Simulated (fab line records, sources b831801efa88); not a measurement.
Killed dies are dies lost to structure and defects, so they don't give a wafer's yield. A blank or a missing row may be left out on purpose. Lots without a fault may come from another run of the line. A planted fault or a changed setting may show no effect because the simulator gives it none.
Chamber matching | flow sky130 | SKY_VIA1_CMP_02 on cmp-02: 4 sister chambers
The step polishes SiO2. 7 wafers are shown with their chamber, then 8 later ones without.

WAFERS WITH THEIR CHAMBER
wafer  | chamber | motor_current_A (A)
L967.5 | 2       | 13.9
L968.1 | 3       | 13.1
L968.4 | 2       | 14.1
L975.2 | 1       | 11.8
L975.4 | 0       | 11.1
L975.5 | 1       | 12.3
L976.4 | 0       | 11.3

WAFERS WITHOUT THEIR CHAMBER
wafer  | motor_current_A (A)
L976.5 | 13.2
L976.6 | 11.8
L982.3 | 12.1
L982.4 | 12.3
L982.5 | 11.1
L983.2 | 10.8
L983.3 | 14.2
L983.6 | 13.9

WHICH CHAMBER EACH WENT THROUGH
wafer  | from the rows above     | in truth
L976.5 | 3                       | 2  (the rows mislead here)
L976.6 | can't be placed: 1 or 0 | 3
L982.3 | 1                       | 1
L982.4 | 1                       | 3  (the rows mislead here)
L982.5 | 0                       | 0
L983.2 | 0                       | 0
L983.3 | 2                       | 2
L983.6 | 2                       | 2
Placed correctly: 5 of 8. Can't be placed from these rows: 1 (the true chamber is among the candidates in 0). Placed wrongly: 2.
How it was worked out, from the rows above alone: a wafer's distance from a chamber is the root of the sum, over the readings, of the square of ((its reading less the chamber's mean) divided by the reading's scatter). The wafer belongs to the nearest chamber; if the next one is less than 2 further off, it can't be placed. A chamber's mean is the mean of its shown wafers. The scatter: the root of (the sum of the squares of (reading less its chamber's mean) over the shown wafers, divided by (wafers less chambers)).
